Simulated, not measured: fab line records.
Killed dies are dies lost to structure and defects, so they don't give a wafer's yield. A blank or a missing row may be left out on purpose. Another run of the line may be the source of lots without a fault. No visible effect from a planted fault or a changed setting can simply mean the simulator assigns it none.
fab line records | flow sky130
[record] lots = 6 wafers = 18 last_day = 50
route steps=708 shown METAL2@506 VIA2@507 PAD_OPEN@708
lots that met no fault: taken from a fault-free run of the same line
start_h: the number of hours between the record's first day and the start of the first shown wafer of the lot | wait_h: hours elapsed since this lot's preceding step | " repeats the value in the row above | L1.1+2: several wafers, shown together as one row | - no value, or no start given | * or withheld: withheld | < > ~ a bound
route shown NAME@n: NAME is a module with steps in the file, n the number in the route of the first one | usual: mean and standard deviation over wafers with no fault | same: alike in all rows | chamber/n: place in a boat | sites: each site's reading | _std_site: how widely they spread, as a standard deviation | _edge_site: outer sites' mean less inner sites' | radius_mm: how far each site lies from the wafer's centre | mask NAME#n: copy n | behind: the most recent tool/chamber to have shaped the wafer | hold: cause of the lot's hold/its duration in hours/its outcome | device: whichever transistor did not switch (one of n, p or np) | end of line: the tests these same wafers got at the end of their route | a step with no rows: only its recipe | killed: count of dies lost to structure and defects at first sort (not the wafer's yield) | map: dies across one wafer; x = killed, . = not, _ = none there
set.NAME: the run value of the setting; set.NAME@STEP: its run value at that earlier step | model.NAME: the simulator's own value behind a step, which no gauge read
lots seen at some steps along the route; tables by step, rows by wafer
services: the hour from which a tool's chamber was out of use, counted from the record's first day as start_h (under 0 if before that day), plus the number of hours and why
[[steps]]
[step SKY_METAL2_CLEAN_23]
[recipe] chemistry = O3/DIW dry = n2_spin
[step SKY_VIA2_HDPCVD_00]
[recipe] material = SiO2 target_thk_nm = 1180 sigma_open_frac = 0.3 time_s = 196.7 temp_c = 400 sih4_flow_sccm = 60 pressure_mtorr = 6
[step SKY_VIA2_THK_MEAS_01]
[recipe] reads = SiO2_of_VIA2_HDPCVD_00
[usual] VIA2_HDPCVD_THK = 1187/11
// columns lot.wafer tool chamber start_h wait_h VIA2_HDPCVD_THK[nm]
L552.1 film_metro-04 - 816.93 0.1 1185
L552.3 " - " " 1197
L552.6 " - " " 1186
L555.2 film_metro-04 - 840.96 0.1 1176
L555.3 " - " " 1171
L555.4 " - " " 1185
L562.2 film_metro-01 - 904.31 0.1 1196
L562.4 " - " " 1190
L562.5 " - " " 1179
L564.3 film_metro-01 - 909.50 0.1 1192
L564.5 " - " " 1212
L564.6 " - " " 1216
L574.1 film_metro-02 - 976.44 0.1 1183
L574.4 " - " " 1186
L574.5 " - " " 1181
L575.2 film_metro-04 - 986.64 0.1 1183
L575.3 " - " " 1182
L575.5 " - " " 1198
[step SKY_VIA2_CMP_02]
[recipe] material = SiO2 down_force_psi = 4 platen_rpm = 60 pad_velocity_m_s = 0.94248
[usual] motor_current_A = 12.1/1.2 slurry_filter_dp_kPa = 13.51/0.13
// columns lot.wafer tool chamber start_h wait_h motor_current_A slurry_filter_dp_kPa
L552.1 cmp-01 0 816.99 0.1 11.3 13.43
L552.3 " 3 " " 10.9 13.36
L552.6 " 1 " " 12.4 13.43
L555.4 cmp-02 3 841.01 0.0 10.5 13.53
L555.3 " 0 " " 13.1 13.71
L555.2 " 1 " " 13.9 13.50
L562.2 cmp-02 1 904.41 0.1 13.7 13.43
L562.4 " 2 " " 13.5 13.51
L562.5 " 0 " " 12.3 13.43
L564.3 cmp-02 0 909.59 0.1 12.8 13.53
L564.5 " 3 " " 10.6 13.32
L564.6 " 0 " " 12.5 13.63
L574.4 cmp-01 0 976.60 0.1 10.9 13.47
L574.1 " 1 " " 12.6 13.58
L574.5 " 2 " " 11.5 13.50
L575.3 cmp-01 1 986.69 0.0 12.2 13.54
L575.2 " 3 " " 11.5 13.60
L575.5 " 2 " " 11.2 13.58
[step SKY_VIA2_BOW_MEAS_03]
[recipe] mode = bow
[usual] VIA2_BOW = 85/6.9
// columns lot.wafer tool chamber start_h wait_h VIA2_BOW[um]
L552.1 film_metro-02 - 817.29 0.2 88
L552.3 " - " " 80
L552.6 " - " " 94
L555.2 film_metro-02 - 841.33 0.2 89
L555.3 " - " " 79
L555.4 " - " " 92
L562.2 film_metro-01 - 904.68 0.2 82
L562.4 " - " " 98
L562.5 " - " " 98
L564.3 film_metro-01 - 909.88 0.2 87
L564.5 " - " " 84
L564.6 " - " " 90
L574.1 film_metro-02 - 976.80 0.1 83
L574.4 " - " " 74
L574.5 " - " " 74
L575.2 film_metro-04 - 987.01 0.2 71
L575.3 " - " " 76
L575.5 " - " " 77
[step SKY_VIA2_DEHYDRATE_04]
[recipe] temp_c = 200 time_s = 60
[step SKY_VIA2_HMDS_05]
[recipe] prime_time_s = 60 prime_temp_c = 120
[step SKY_VIA2_COAT_06]
[recipe] resist = BARC temp_c = withheld time_s = withheld spin_rpm = 3000 resist_thk_nm = 60
[step SKY_VIA2_COAT_07]
[recipe] resist = KrF-thick spin_rpm = 3000 resist_thk_nm = 450
[step SKY_VIA2_SOFTBAKE_08]
[recipe] temp_c = 100 time_s = 90 resist = KrF-thick
[step SKY_VIA2_EXPOSE_09]
[recipe] mask_id = VIM2 na = 0.8 source_shape = annular sigma_inner = 0.55 sigma_outer = 0.85 target_cd_nm = 200 dose_mj = 38
[step SKY_VIA2_PEB_10]
[recipe] peb_temp_c = withheld peb_time_s = withheld resist = KrF-thick
[step SKY_VIA2_DEVELOP_11]
[recipe] develop_time_s = 60 resist = KrF-thick dev_temp_c = 21
[usual] developer_temp_C = 21.01/0.083
// columns lot.wafer tool chamber start_h wait_h developer_temp_C
L552.1 litho_track-01 0 842 - 20.92
L552.3 " 0 " " 20.97
L552.6 " 0 " " 20.91
L555.2 litho_track-04 0 867 - 20.99
L555.3 " 0 " " 21.03
L555.4 " 0 " " 21.12
L562.2 litho_track-01 0 929 - 23.10
L562.4 " 0 " " 23.12
L562.5 " 0 " " 23.16
L564.3 litho_track-01 0 933 - 23.08
L564.5 " 0 " " 23.06
L564.6 " 0 " " 23.07
L574.1 litho_track-01 0 999 - 21.07
L574.4 " 0 " " 20.99
L574.5 " 0 " " 21.00
L575.2 litho_track-02 0 1010 - 20.97
L575.3 " 0 " " 21.14
L575.5 " 0 " " 21.01
[step SKY_VIA2_CD_MEAS_12]
[recipe] target_cd_nm = 200
[usual] cd_nm = 200.2/1.6
// columns lot.wafer tool chamber start_h wait_h cd_nm
L552.1 cd_sem-02 - 842.72 - 200.5
L552.3 " - " " 200.2
L552.6 " - " " 201.4
L555.2 cd_sem-02 - 867.16 - 198.0
L555.3 " - " " 199.8
L555.4 " - " " 199.5
L562.2 cd_sem-01 - 929.44 - 200.0
L562.4 " - " " 199.7
L562.5 " - " " 198.3
L564.3 cd_sem-02 - 933.91 - 203.3
L564.5 " - " " 202.9
L564.6 " - " " 202.3
L574.1 cd_sem-01 - 999.92 - 199.9
L574.4 " - " " 199.5
L574.5 " - " " 198.4
L575.2 cd_sem-02 - 1010.71 - 198.7
L575.3 " - " " 200.4
L575.5 " - " " 199.9
[step SKY_PAD_OPEN_PROBE_99]
[usual] defect_limited_yield = 82.1/2 killed_at_M0_to_M3 = 44/7.8 killed_at_M4_up = 3.1/1.7 killed_at_contacts = 25/5.1 killed_at_front_end = 15/4.4 killed_at_other = 0.5/0.68 killed_dies = 88/9.9 killed_open = 48/6.9 killed_short = 39/6.5 sort_bin_3_pad_short = 0.8/0.42 sort_bin_5_function = 10.6/1.5 sort_bin_6_memory = 6.5/1.2 sort_n_pass = 404/9.9 sort_yield_pct = 82.1/2
[same] gross_dies = 492 killed_at_back_side = 0 sort_bin_4_leakage[%] = 0 sort_bin_8_speed[%] = 0
// columns lot.wafer tool chamber start_h wait_h defect_limited_yield[%] killed_at_M0_to_M3 killed_at_M4_up killed_at_contacts killed_at_front_end killed_at_other killed_dies killed_open killed_short sort_bin_3_pad_short[%] sort_bin_5_function[%] sort_bin_6_memory[%] sort_n_pass sort_yield_pct[%]
L552.1 prober-02 - 1067.95 0.1 85.6 41 1 19 10 0 71 39 32 0.8 10.8 2.8 421 85.6
L552.3 prober-02 - 1068.05 0.2 84.8 27 1 25 22 0 75 46 29 0.2 10.2 4.9 417 84.8
L552.6 prober-02 - 1068.20 0.2 83.3 42 3 22 15 0 82 43 38 1.4 8.7 6.5 410 83.3
L555.2 prober-01 - 1090.13 0.1 81.3 55 1 28 8 0 92 57 35 0.6 12.6 5.5 400 81.3
L555.3 prober-01 - 1090.18 0.2 81.7 51 5 25 9 0 90 47 43 1.0 11.2 6.1 402 81.7
L555.4 prober-01 - 1090.23 0.2 83.1 37 0 35 11 0 83 50 33 0.8 9.1 6.9 409 83.1
L562.2 prober-02 - 1142.37 0.1 81.7 38 5 27 18 2 90 49 40 0.4 11.0 6.9 402 81.7
L562.4 prober-02 - 1142.47 0.2 81.9 45 4 29 11 0 89 54 34 0.8 11.0 6.3 403 81.9
L562.5 prober-02 - 1142.52 0.2 83.3 28 4 32 18 0 82 48 34 0.4 9.6 6.7 410 83.3
L564.3 prober-01 - 1144.12 0.2 79.3 49 5 30 18 0 102 45 56 1.6 11.6 7.5 390 79.3
L564.5 prober-01 - 1144.22 0.2 81.5 50 3 25 13 0 91 47 43 1.0 9.3 8.1 401 81.5
L564.6 prober-01 - 1144.27 0.2 81.3 59 1 13 18 1 92 43 47 0.8 11.2 6.7 400 81.3
L574.1 prober-01 - 1191.70 0.1 84.1 45 4 16 12 1 78 43 35 0.8 9.3 5.7 414 84.1
L574.4 prober-01 - 1191.85 0.2 79.7 48 7 19 25 1 100 52 48 1.2 11.0 8.1 392 79.7
L574.5 prober-01 - 1191.90 0.2 85.2 35 2 23 13 0 73 43 28 0.2 9.3 5.3 419 85.2
L575.2 prober-02 - 1196.07 0.1 83.3 42 5 22 12 1 82 48 34 0.2 9.1 7.3 410 83.3
L575.3 prober-02 - 1196.12 0.2 82.9 45 3 16 20 0 84 44 39 0.8 9.3 6.9 408 82.9
L575.5 prober-02 - 1196.22 0.2 81.1 45 10 24 13 1 93 48 44 1.4 8.7 8.7 399 81.1
// killed by level:class
L552.1 VIA1:geometric_particle:open=9 VIA2:geometric_particle:open=7 CONTACT:geometric_particle:open=7 METAL1:geometric_particle:short=7 LI_CONTACT:geometric_particle:open=5 CONTACT:geometric_particle:short=4 METAL2:geometric_particle:short=4 FIELD_ISO:geometric_particle:short=3
L552.3 VIA1:geometric_particle:open=11 CONTACT:geometric_particle:short=9 LI_CONTACT:geometric_particle:open=8 VIA3:geometric_particle:open=6 FIELD_ISO:geometric_particle:short=5 FIELD_ISO:geometric_particle:open=5 POLY_GATE:geometric_particle:open=5 CONTACT:geometric_particle:open=5
L552.6 VIA3:geometric_particle:open=16 CONTACT:geometric_particle:open=7 VIA1:geometric_particle:open=6 POLY_GATE:geometric_particle:short=5 METAL2:geometric_particle:short=5 LI_CONTACT:geometric_particle:short=4 LI_CONTACT:geometric_particle:open=4 CONTACT:geometric_particle:short=4
L555.2 VIA3:geometric_particle:open=12 VIA1:geometric_particle:open=11 LI_CONTACT:geometric_particle:open=10 CONTACT:geometric_particle:open=9 VIA1:geometric_particle:short=7 METAL1:geometric_particle:short=5 VIA3:geometric_particle:short=5 LI_CONTACT:geometric_particle:short=4
L555.3 VIA1:geometric_particle:open=10 VIA2:geometric_particle:open=9 LI_CONTACT:geometric_particle:open=8 CONTACT:geometric_particle:open=8 VIA1:geometric_particle:short=6 METAL2:geometric_particle:short=6 VIA2:geometric_particle:short=6 CONTACT:geometric_particle:short=5
L555.4 CONTACT:geometric_particle:open=16 LI_CONTACT:geometric_particle:open=11 VIA1:geometric_particle:open=10 VIA2:geometric_particle:open=7 FIELD_ISO:geometric_particle:short=5 POLY_GATE:geometric_particle:short=4 VIA1:geometric_particle:short=4 LI_CONTACT:geometric_particle:short=3
L562.2 CONTACT:geometric_particle:open=15 VIA1:geometric_particle:open=9 METAL1:geometric_particle:short=8 FIELD_ISO:geometric_particle:open=7 LI_CONTACT:geometric_particle:open=5 POLY_GATE:geometric_particle:short=4 VIA2:geometric_particle:open=4 CONTACT:geometric_particle:short=4
L562.4 LI_CONTACT:geometric_particle:open=12 CONTACT:geometric_particle:open=9 VIA1:geometric_particle:open=7 METAL1:geometric_particle:short=7 VIA3:geometric_particle:open=7 VIA2:geometric_particle:open=6 METAL2:geometric_particle:short=6 CONTACT:geometric_particle:short=4
L562.5 CONTACT:geometric_particle:open=10 VIA1:geometric_particle:open=10 CONTACT:geometric_particle:short=8 FIELD_ISO:geometric_particle:open=7 LI_CONTACT:geometric_particle:open=6 LOCAL_INTERCONNECT:geometric_particle:short=6 FIELD_ISO:geometric_particle:short=5 VIA1:geometric_particle:short=4
L564.3 CONTACT:geometric_particle:open=12 VIA1:geometric_particle:short=9 VIA1:geometric_particle:open=9 LOCAL_INTERCONNECT:geometric_particle:short=7 LI_CONTACT:geometric_particle:open=6 METAL1:geometric_particle:short=6 VIA2:geometric_particle:open=5 VIA2:geometric_particle:short=5
L564.5 CONTACT:geometric_particle:open=12 VIA1:geometric_particle:short=9 VIA1:geometric_particle:open=9 LI_CONTACT:geometric_particle:open=6 VIA2:geometric_particle:open=6 VIA3:geometric_particle:open=6 CONTACT:geometric_particle:short=5 METAL1:geometric_particle:short=5
L564.6 VIA1:geometric_particle:open=12 METAL1:geometric_particle:short=10 VIA1:geometric_particle:short=10 VIA3:geometric_particle:open=10 METAL2:geometric_particle:short=7 POLY_GATE:geometric_particle:open=6 LOCAL_INTERCONNECT:geometric_particle:short=5 VIA2:geometric_particle:open=4
L574.1 VIA1:geometric_particle:open=14 CONTACT:geometric_particle:open=10 VIA2:geometric_particle:open=6 METAL1:geometric_particle:short=6 METAL4:geometric_particle:short=4 LOCAL_INTERCONNECT:geometric_particle:short=4 VIA2:geometric_particle:short=4 FIELD_ISO:geometric_particle:open=3
L574.4 VIA1:geometric_particle:open=11 VIA2:geometric_particle:open=8 CONTACT:geometric_particle:open=7 METAL2:geometric_particle:short=7 FIELD_ISO:geometric_particle:short=6 LI_CONTACT:geometric_particle:open=6 POLY_GATE:geometric_particle:short=5 METAL4:geometric_particle:short=5
L574.5 LI_CONTACT:geometric_particle:open=12 VIA1:geometric_particle:open=9 CONTACT:geometric_particle:open=5 VIA3:geometric_particle:open=5 CONTACT:geometric_particle:short=4 METAL3:geometric_particle:open=4 POLY_GATE:geometric_particle:open=3 POLY_GATE:geometric_particle:short=3
L575.2 VIA1:geometric_particle:open=10 VIA2:geometric_particle:open=10 LI_CONTACT:geometric_particle:open=8 CONTACT:geometric_particle:open=7 VIA3:geometric_particle:open=5 VIA1:geometric_particle:short=5 FIELD_ISO:geometric_particle:open=4 POLY_GATE:geometric_particle:short=4
L575.3 VIA1:geometric_particle:short=8 VIA2:geometric_particle:open=7 VIA1:geometric_particle:open=7 METAL2:geometric_particle:short=7 FIELD_ISO:geometric_particle:short=5 POLY_GATE:geometric_particle:open=5 LI_CONTACT:geometric_particle:open=5 CONTACT:geometric_particle:open=5
L575.5 VIA1:geometric_particle:open=11 METAL2:geometric_particle:short=8 METAL4:geometric_particle:short=8 CONTACT:geometric_particle:short=7 CONTACT:geometric_particle:open=7 VIA3:geometric_particle:open=7 VIA2:geometric_particle:open=6 LI_CONTACT:geometric_particle:open=5
[[services]]
// columns tool chamber start_h hours kind
cmp-02 - 809.20 2.6 repair
cmp-01 - 817.86 3.6 repair
cmp-02 - 838.10 2.8 repair
cmp-01 - 877.87 1.8 repair
cmp-01 - 902.11 4.2 pm
cmp-01 - 908.95 1.6 repair
cmp-02 - 912.00 4.0 pm
cmp-02 - 916.00 - consumable_replace:conditioner
cmp-02 - 916.00 - consumable_replace:pad
cmp-01 - 926.83 20.7 pm
cmp-02 - 953.28 0.9 repair
litho_track-02 - 954.60 - consumable_replace:filter
cmp-02 - 984.13 2.3 repair
cmp-02 - 995.68 3.3 repair
cmp-02 - 1006.34 2.3 repair
[[key]]
[first_sign] step = SKY_VIA2_DEVELOP_11 reading = developer_temp_C direction = up sigmas = 25 usual = * struck = *
effect none on later readings
met_at SKY_VIA2_DEVELOP_11
struck_wafers L562.2,L562.4,L562.5,L564.3,L564.5,L564.6
onset_between 842 929
[fault] kind = process_parameter_drift tool = litho_track-01 chamber = - onset_h = 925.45 steps = SKY_VIA2_DEVELOP_11 channel = dev_temp_c offset = * shape = step end_h = 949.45 acts_in = * stated = *
